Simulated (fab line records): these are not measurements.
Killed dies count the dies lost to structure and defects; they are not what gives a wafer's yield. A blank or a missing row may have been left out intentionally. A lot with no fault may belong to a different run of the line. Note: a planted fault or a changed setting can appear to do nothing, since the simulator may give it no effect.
fab line records	flow sky130
[record] lots = 14	wafers = 42	lastDay = 50
route steps=708 shown CAPM@539 METAL3@568
lots untouched by any fault: they come from a run of this same line in which no faults occurred
startH: hours from the record's opening day to when the first of the lot's shown wafers began	waitH: time in hours since the lot's previous step	" the same as in the row above	L1.1+2: a row that stands for several wafers	- value missing, or start not given	* or withheld: withheld	< > ~ a bound
route shown NAME@n: NAME is a module with steps in the file, n the number in the route of the first one	usual: mean/standard deviation taken from wafers without a fault	same: alike in all rows	chamber/n: place in a boat	sites: the reading at each site	_std_site: the standard deviation of these	_edge_site: mean of outer sites minus mean of inner sites	radiusMm: for every site, how far away it sits from the centre of the wafer	mask NAME#n: copy n	behind: tool/chamber where the wafer was last shaped	hold: why the lot was held/for how many hours/how that ended	device: which transistor (n, p or np) failed to switch	end of line: the route-end tests of the same wafers	where a step has no rows: the recipe by itself	killed: at the first sort, the dies lost to defects and structure; wafer yield is something else	map: the dies of a wafer, with x for killed, . for not killed, _ for no die there
set.NAME: the setting as run; set.NAME@STEP: as run at that earlier step	model.NAME: the simulator's own value behind a step, which no gauge read
route steps across a sampled set of lots; one table per step, one row per wafer
services: from which hour (startH, from the record's first day; less than 0 if before it) a tool's chamber was out of use, for how many hours, and why
[[steps]]
[step SKY_CAPM_SPUTTER_02]
[recipe] material = TiN	targetThkNm = 200	tempC = 300	powerW = 6500	timeS = 166.7	chamberPressurePa = 0.4
[usual] susceptorTempC = 300.02/0.18	throttleValvePct = 30.2/0.99
lot.wafer	tool	chamber	startH	waitH	susceptorTempC	throttleValvePct
L463.1	pvdSputter-01	-	848.52	0.1	300.20	28.9
L463.3	"	-	"	"	299.78	31.4
L463.4	"	-	"	"	300.01	29.1
L464.4	pvdSputter-01	-	850.46	0.0	299.88	31.2
L464.5	"	-	"	"	299.99	31.0
L464.6	"	-	"	"	300.04	29.4
L467.2	pvdSputter-02	-	877.47	0.0	300.16	29.3
L467.3	"	-	"	"	300.16	30.9
L467.4	"	-	"	"	300.37	30.8
L468.3	pvdSputter-01	-	887.48	0.0	299.99	30.4
L468.4	"	-	"	"	300.08	28.8
L468.6	"	-	"	"	300.43	28.8
L473.2	pvdSputter-02	-	931.33	0.0	299.65	29.4
L473.5	"	-	"	"	299.72	29.5
L473.6	"	-	"	"	299.86	29.2
L476.3	pvdSputter-03	-	951.97	0.0	299.82	30.8
L476.4	"	-	"	"	300.03	29.3
L476.6	"	-	"	"	300.13	29.2
L478.2	pvdSputter-03	-	968.44	0.0	300.02	30.2
L478.3	"	-	"	"	300.06	32.2
L478.5	"	-	"	"	299.64	32.2
L480.1	pvdSputter-02	-	975.57	0.1	300.06	28.9
L480.3	"	-	"	"	299.70	30.6
L480.6	"	-	"	"	300.04	30.8
L481.1	pvdSputter-03	-	981.18	0.1	299.95	30.5
L481.3	"	-	"	"	300.03	29.2
L481.5	"	-	"	"	300.02	32.0
L482.2	pvdSputter-02	-	983.95	0.0	299.91	30.8
L482.4	"	-	"	"	300.05	29.5
L482.6	"	-	"	"	300.13	29.5
L483.1	pvdSputter-03	-	991.48	0.1	300.14	32.2
L483.4	"	-	"	"	300.34	30.4
L483.6	"	-	"	"	300.19	28.9
L484.2	pvdSputter-02	-	998.81	0.0	299.96	30.7
L484.5	"	-	"	"	300.14	29.1
L484.6	"	-	"	"	299.80	30.4
L485.1	pvdSputter-03	-	1025.45	0.1	300.03	31.1
L485.3	"	-	"	"	300.15	29.2
L485.4	"	-	"	"	299.95	32.3
L486.2	pvdSputter-03	-	1026.64	0.0	300.14	30.2
L486.4	"	-	"	"	300.07	32.3
L486.5	"	-	"	"	300.30	29.1
[step SKY_CAPM_RS_MEAS_03]
[recipe] thkMeasGauge = four-point-probe	reads = TiN_of_CAPM_SPUTTER_02
[usual] CAPM_TIN_RS = 6.94/0.074
lot.wafer	tool	chamber	startH	waitH	CAPM_TIN_RS[ohm/sq]
L463.1	filmMetro-01	-	848.63	0.1	7.01
L463.3	"	-	"	"	6.88
L463.4	"	-	"	"	6.90
L464.4	filmMetro-02	-	850.63	0.1	6.93
L464.5	"	-	"	"	6.95
L464.6	"	-	"	"	7.02
L467.2	filmMetro-01	-	877.60	0.1	7.01
L467.3	"	-	"	"	6.98
L467.4	"	-	"	"	6.99
L468.3	filmMetro-01	-	887.62	0.1	7.01
L468.4	"	-	"	"	7.09
L468.6	"	-	"	"	7.01
L473.2	filmMetro-01	-	931.46	0.1	7.11
L473.5	"	-	"	"	7.09
L473.6	"	-	"	"	6.95
L476.3	filmMetro-02	-	952.11	0.1	6.91
L476.4	"	-	"	"	6.94
L476.6	"	-	"	"	6.94
L478.2	filmMetro-02	-	968.56	0.1	7.13
L478.3	"	-	"	"	6.97
L478.5	"	-	"	"	7.02
L480.1	filmMetro-01	-	975.68	0.1	6.76
L480.3	"	-	"	"	6.85
L480.6	"	-	"	"	6.82
L481.1	filmMetro-02	-	981.29	0.1	6.90
L481.3	"	-	"	"	6.85
L481.5	"	-	"	"	6.85
L482.2	filmMetro-01	-	984.08	0.1	6.95
L482.4	"	-	"	"	6.96
L482.6	"	-	"	"	6.94
L483.1	filmMetro-04	-	991.59	0.1	6.85
L483.4	"	-	"	"	6.93
L483.6	"	-	"	"	6.86
L484.2	filmMetro-01	-	998.94	0.1	6.94
L484.5	"	-	"	"	6.97
L484.6	"	-	"	"	6.97
L485.1	filmMetro-02	-	1025.56	0.1	6.94
L485.3	"	-	"	"	6.89
L485.4	"	-	"	"	6.95
L486.2	filmMetro-04	-	1026.77	0.1	6.95
L486.4	"	-	"	"	6.86
L486.5	"	-	"	"	6.87
[step SKY_CAPM_THK_MEAS_04]
[recipe] thkMeasGauge = xrf	reads = TiN_of_CAPM_SPUTTER_02
[usual] CAPM_TIN_THK = 196.3/2.7
lot.wafer	tool	chamber	startH	waitH	CAPM_TIN_THK[nm]
L463.1	filmMetro-01	-	848.75	0.1	196.7
L463.3	"	-	"	"	197.9
L463.4	"	-	"	"	197.8
L464.4	filmMetro-02	-	850.72	0.1	194.6
L464.5	"	-	"	"	193.5
L464.6	"	-	"	"	191.9
L467.2	filmMetro-01	-	877.71	0.1	194.2
L467.3	"	-	"	"	195.1
L467.4	"	-	"	"	195.3
L468.3	filmMetro-01	-	887.72	0.1	195.6
L468.4	"	-	"	"	192.2
L468.6	"	-	"	"	193.8
L473.2	filmMetro-01	-	931.57	0.1	192.4
L473.5	"	-	"	"	192.7
L473.6	"	-	"	"	196.6
L476.3	filmMetro-02	-	952.21	0.1	196.4
L476.4	"	-	"	"	194.0
L476.6	"	-	"	"	194.3
L478.2	filmMetro-02	-	968.67	0.1	189.2
L478.3	"	-	"	"	193.9
L478.5	"	-	"	"	192.3
L480.1	filmMetro-01	-	975.80	0.1	202.5
L480.3	"	-	"	"	200.4
L480.6	"	-	"	"	201.3
L481.1	filmMetro-02	-	981.41	0.1	196.2
L481.3	"	-	"	"	197.6
L481.5	"	-	"	"	197.5
L482.2	filmMetro-01	-	984.19	0.1	196.0
L482.4	"	-	"	"	197.1
L482.6	"	-	"	"	196.1
L483.1	filmMetro-04	-	991.71	0.1	200.9
L483.4	"	-	"	"	198.8
L483.6	"	-	"	"	201.2
L484.2	filmMetro-01	-	999.05	0.1	197.0
L484.5	"	-	"	"	195.9
L484.6	"	-	"	"	195.3
L485.1	filmMetro-02	-	1025.68	0.1	194.1
L485.3	"	-	"	"	195.2
L485.4	"	-	"	"	193.8
L486.2	filmMetro-04	-	1026.88	0.1	199.8
L486.4	"	-	"	"	201.1
L486.5	"	-	"	"	200.6
[step SKY_METAL3_METAL_ETCH_18]
[recipe] targetDepthA = 8450	stopOn = SiO2	overEtchFrac = 0.3	timeS = 183.1	chemistry = Cl2/BCl3	resistSidewallDeg = 88	pressureMtorr = 10	icpW = 900	biasW = 48.5	Cl2_flow_sccm = 60	bcl3FlowSccm = 30
[usual] drypumpMotorCurrentA = 6.1/0.31	oesProductAu = 0.864/0.0064	runLengthS = 211.6/0.72	throttleValvePct = 22.265/0.0084
lot.wafer	tool	chamber	startH	waitH	drypumpMotorCurrentA	oesProductAu	rfHoursCounterH	runLengthS	throttleValvePct
L463.1	rieMetal-01	0	900.97	0.0	6.4	0.849	16	211.5	22.260
L463.3	"	0	"	"	6.4	0.868	-	211.4	22.269
L463.4	"	1	"	"	6.4	0.855	-	211.5	22.271
L464.4	rieMetal-03	0	902.34	0.1	6.2	0.858	-	211.1	22.268
L464.5	"	0	"	"	6.2	0.863	-	211.0	22.270
L464.6	"	1	"	"	5.9	0.862	-	211.7	22.265
L467.2	rieMetal-03	0	928.53	0.0	6.2	0.993	7	182.1	22.258
L467.3	"	0	"	"	6.2	1.002	-	182.5	22.266
L467.4	"	1	"	"	5.9	0.853	-	211.9	22.281
L468.3	rieMetal-03	0	938.20	0.1	6.2	0.996	-	185.0	22.258
L468.4	"	1	"	"	5.9	0.872	-	215.2	22.259
L468.6	"	1	"	"	5.9	0.868	-	214.7	22.256
L473.2	rieMetal-04	1	980.50	0.0	5.5	0.876	13	211.4	22.251
L473.5	"	1	"	"	5.5	0.868	-	211.5	22.262
L473.6	"	0	"	"	5.9	0.862	-	211.3	22.247
L476.3	rieMetal-01	0	999.73	0.1	6.4	0.866	-	211.2	22.279
L476.4	"	1	"	"	6.5	0.869	-	211.9	22.256
L476.6	"	0	"	"	6.3	0.868	-	211.4	22.260
L478.2	rieMetal-04	0	1014.43	0.0	5.9	0.864	15	211.0	22.267
L478.3	"	0	"	"	5.9	0.876	-	211.1	22.255
L478.5	"	0	"	"	6.0	0.864	-	211.2	22.262
L480.1	rieMetal-01	1	1021.98	0.0	6.4	0.869	16	211.8	22.265
L480.3	"	0	"	"	6.4	0.857	-	211.2	22.264
L480.6	"	1	"	"	6.4	0.868	-	212.0	22.256
L481.1	rieMetal-01	1	1027.68	0.0	6.4	0.861	16	211.8	22.257
L481.3	"	0	"	"	6.4	0.870	-	211.3	22.260
L481.5	"	0	"	"	6.4	0.857	-	211.4	22.275
L482.2	rieMetal-03	0	1031.30	0.0	6.2	0.863	12	211.4	22.278
L482.4	"	1	"	"	5.9	0.862	-	211.6	22.272
L482.6	"	0	"	"	6.2	0.861	-	211.1	22.263
L483.1	rieMetal-01	0	1037.37	0.0	6.4	0.865	23	211.7	22.262
L483.4	"	1	"	"	6.4	0.872	-	211.5	22.255
L483.6	"	0	"	"	6.4	0.867	-	211.0	22.266
L484.2	rieMetal-03	0	1043.73	0.0	6.2	0.864	13	211.1	22.261
L484.5	"	0	"	"	6.1	0.864	-	211.3	22.277
L484.6	"	1	"	"	5.9	0.875	-	211.9	22.267
L485.1	rieMetal-01	1	1070.10	0.0	6.4	0.864	19	211.6	22.272
L485.3	"	1	"	"	6.4	0.862	-	211.9	22.266
L485.4	"	0	"	"	6.4	0.868	-	211.4	22.273
L486.2	rieMetal-03	0	1071.10	0.0	6.2	0.858	15	211.4	22.270
L486.4	"	0	"	"	6.2	0.867	-	211.9	22.261
L486.5	"	0	"	"	6.2	0.858	-	211.0	22.273
[step SKY_METAL3_STRIP_19]
[recipe] chemistry = O2/N2	powerW = 1400	pressureMtorr = 1500	platenTempC = withheld	o2FlowSccm = 3000	n2FlowSccm = 300	overashFraction = 0.5
[usual] drypumpMotorCurrentA = 5.9/0.32	oesProductAu = 0.504/0.0047	stripTimeToEndpointS = 6.56/0.067
lot.wafer	tool	chamber	startH	waitH	drypumpMotorCurrentA	oesProductAu	rfHoursCounterH	stripTimeToEndpointS
L463.1	plasmaAsher-03	0	901.15	0.1	5.7	0.510	101	6.50
L463.3	"	1	"	"	5.7	0.494	-	6.55
L463.4	"	0	"	"	5.7	0.498	-	6.59
L464.4	plasmaAsher-03	1	902.49	0.1	5.7	0.500	-	6.52
L464.5	"	0	"	"	5.6	0.499	-	6.54
L464.6	"	1	"	"	5.7	0.502	-	6.52
L467.2	plasmaAsher-03	0	928.71	0.1	5.7	0.539	103	7.43
L467.3	"	0	"	"	5.7	0.540	-	7.45
L467.4	"	1	"	"	5.7	0.508	-	6.62
L468.3	plasmaAsher-03	0	938.40	0.1	5.6	0.545	-	7.41
L468.4	"	1	"	"	5.7	0.501	-	6.56
L468.6	"	0	"	"	5.7	0.501	-	6.58
L473.2	plasmaAsher-01	0	980.68	0.1	6.5	0.504	52	6.51
L473.5	"	1	"	"	6.0	0.505	-	6.51
L473.6	"	0	"	"	6.5	0.498	-	6.68
L476.3	plasmaAsher-04	1	999.89	0.1	5.5	0.497	-	6.44
L476.4	"	0	"	"	5.8	0.506	-	6.65
L476.6	"	1	"	"	5.5	0.497	-	6.53
L478.2	plasmaAsher-04	1	1014.61	0.1	5.5	0.511	89	6.71
L478.3	"	1	"	"	5.5	0.510	-	6.64
L478.5	"	0	"	"	5.8	0.510	-	6.66
L480.1	plasmaAsher-03	0	1022.15	0.1	5.6	0.499	114	6.50
L480.3	"	1	"	"	5.7	0.502	-	6.45
L480.6	"	0	"	"	5.6	0.503	-	6.46
L481.1	plasmaAsher-04	1	1027.86	0.1	5.5	0.498	91	6.42
L481.3	"	1	"	"	5.5	0.501	-	6.48
L481.5	"	0	"	"	5.8	0.502	-	6.51
L482.2	plasmaAsher-04	1	1031.48	0.1	5.5	0.496	91	6.43
L482.4	"	1	"	"	5.5	0.498	-	6.51
L482.6	"	0	"	"	5.8	0.495	-	6.46
L483.1	plasmaAsher-01	1	1037.55	0.1	6.0	0.509	57	6.56
L483.4	"	0	"	"	6.5	0.507	-	6.54
L483.6	"	0	"	"	6.5	0.505	-	6.54
L484.2	plasmaAsher-03	1	1043.90	0.1	5.7	0.495	116	6.48
L484.5	"	0	"	"	5.7	0.505	-	6.51
L484.6	"	1	"	"	5.7	0.497	-	6.55
L485.1	plasmaAsher-01	0	1070.28	0.1	6.5	0.503	61	6.56
L485.3	"	1	"	"	6.0	0.507	-	6.57
L485.4	"	0	"	"	6.5	0.497	-	6.59
L486.2	plasmaAsher-01	1	1071.28	0.1	6.0	0.501	61	6.63
L486.4	"	1	"	"	6.0	0.509	-	6.59
L486.5	"	0	"	"	6.5	0.503	-	6.56
[[services]]
tool	chamber	startH	hours	kind
pvdSputter-01	-	838.35	1.6	repair
rieMetal-04	-	865.22	14.6	pm
rieMetal-01	-	902.07	1.4	pm
pvdSputter-03	-	904.85	24.6	repair
rieMetal-03	1	909.49	4.4	repair
pvdSputter-02	3	923.43	-	consumableReplace:kit
pvdSputter-02	3	923.43	18.0	scheduledDown
pvdSputter-02	3	923.43	18.0	ventCycle
plasmaAsher-04	-	948.72	29.3	repair
plasmaAsher-04	-	963.55	2.9	repair
pvdSputter-02	-	965.46	5.1	repair
rieMetal-04	-	966.03	0.4	repair
pvdSputter-01	-	999.93	6.8	repair
plasmaAsher-01	-	1042.24	1.0	repair
pvdSputter-03	-	1047.69	3.0	repair
plasmaAsher-01	-	1049.37	0.5	repair
plasmaAsher-03	-	1055.25	9.0	pm
plasmaAsher-03	0	1055.25	9.0	ventCycle
plasmaAsher-03	1	1055.25	9.0	ventCycle
plasmaAsher-03	0	1064.25	-	clean
plasmaAsher-03	1	1064.25	-	clean
rieMetal-01	0	1070.29	-	clean
rieMetal-01	0	1070.29	19.3	scheduledDown
rieMetal-01	0	1070.29	19.3	ventCycle
[[key]]
[firstSign] step = SKY_METAL3_METAL_ETCH_18	reading = runLengthS	direction = down	sigmas = 40	usual = *	struck = *
[effect] step = SKY_METAL3_METAL_ETCH_18	reading = oesProductAu	direction = up	sigmas = 21	usual = 0.864	struck = 0.997
[effect] step = SKY_METAL3_STRIP_19	reading = stripTimeToEndpointS	direction = up	sigmas = 13	usual = *	struck = *
metAt SKY_METAL3_METAL_ETCH_18
struckLots L467,L468
struckWafers L467.2,L467.3,L468.3
sortLeftOut L468.3
notActingAt SKY_CAPM_SPUTTER_02,SKY_CAPM_RS_MEAS_03,SKY_CAPM_THK_MEAS_04
onsetBetween 902.34 928.53
[fault] kind = processParameterDrift	tool = rieMetal-03	chamber = 0	onsetH = 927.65	steps = SKY_METAL3_METAL_ETCH_18	channel = timeS	offset = *	shape = step	endH = 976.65	actsIn = *	stated = *
// sortLeftOut: the simulated sort isn't trusted on such a fault, so these wafers' sort isn't shown, and their yield isn't known
